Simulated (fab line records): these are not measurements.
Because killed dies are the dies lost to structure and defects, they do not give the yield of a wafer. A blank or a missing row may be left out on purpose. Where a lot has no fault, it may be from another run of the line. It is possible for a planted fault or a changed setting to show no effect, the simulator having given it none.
Matching of chambers :: flow gf180mcu :: 4 sister chambers for GF_V1_CMP_04 on cmp-02
The step polishes SiO2. 4 wafers are shown with their chamber, then 9 later ones without.

WAFERS WITH THEIR CHAMBER
wafer: L564.3
chamber: 0
motor_current_A (A): 7.9

wafer: L574.6
chamber: 3
motor_current_A (A): 10.2

wafer: L576.2
chamber: 1
motor_current_A (A): 13.0

wafer: L576.5
chamber: 2
motor_current_A (A): 13.2

WAFERS MISSING THEIR CHAMBER
wafer: L580.2
motor_current_A (A): 10.4

wafer: L580.5
motor_current_A (A): 11.0

wafer: L580.6
motor_current_A (A): 13.3

wafer: L581.1
motor_current_A (A): 10.4

wafer: L581.4
motor_current_A (A): 8.7

wafer: L581.6
motor_current_A (A): 12.8

wafer: L582.3
motor_current_A (A): 8.4

wafer: L582.5
motor_current_A (A): 10.6

wafer: L582.6
motor_current_A (A): 8.3

EACH ONE'S CHAMBER
wafer: L580.2
from the rows above: 3
in truth: 3

wafer: L580.5
from the rows above: 3
in truth: 3

wafer: L580.6
from the rows above: can't be placed: 2 or 1
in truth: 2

wafer: L581.1
from the rows above: 3
in truth: 3

wafer: L581.4
from the rows above: can't be placed: 0 or 3
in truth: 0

wafer: L581.6
from the rows above: can't be placed: 1 or 2
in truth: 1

wafer: L582.3
from the rows above: 0
in truth: 0

wafer: L582.5
from the rows above: 3
in truth: 3

wafer: L582.6
from the rows above: 0
in truth: 0
Placed correctly: 6 of 9. Cannot be placed on the basis of these rows: 3; the candidates contain the true chamber in 3. Placed wrongly: 0.
How it was worked out, from the rows above alone: a wafer's distance from a chamber is the root of the sum, over the readings, of the square of ((its reading less the chamber's mean) divided by the reading's scatter). If the next closest chamber is less than 2 further off than the closest, the wafer can't be placed; otherwise it belongs to the closest. A chamber's mean is the mean of its shown wafers. The scatter: with one shown wafer a chamber, the root of the mean of the squares of how far each hidden wafer lies from its nearest shown one.
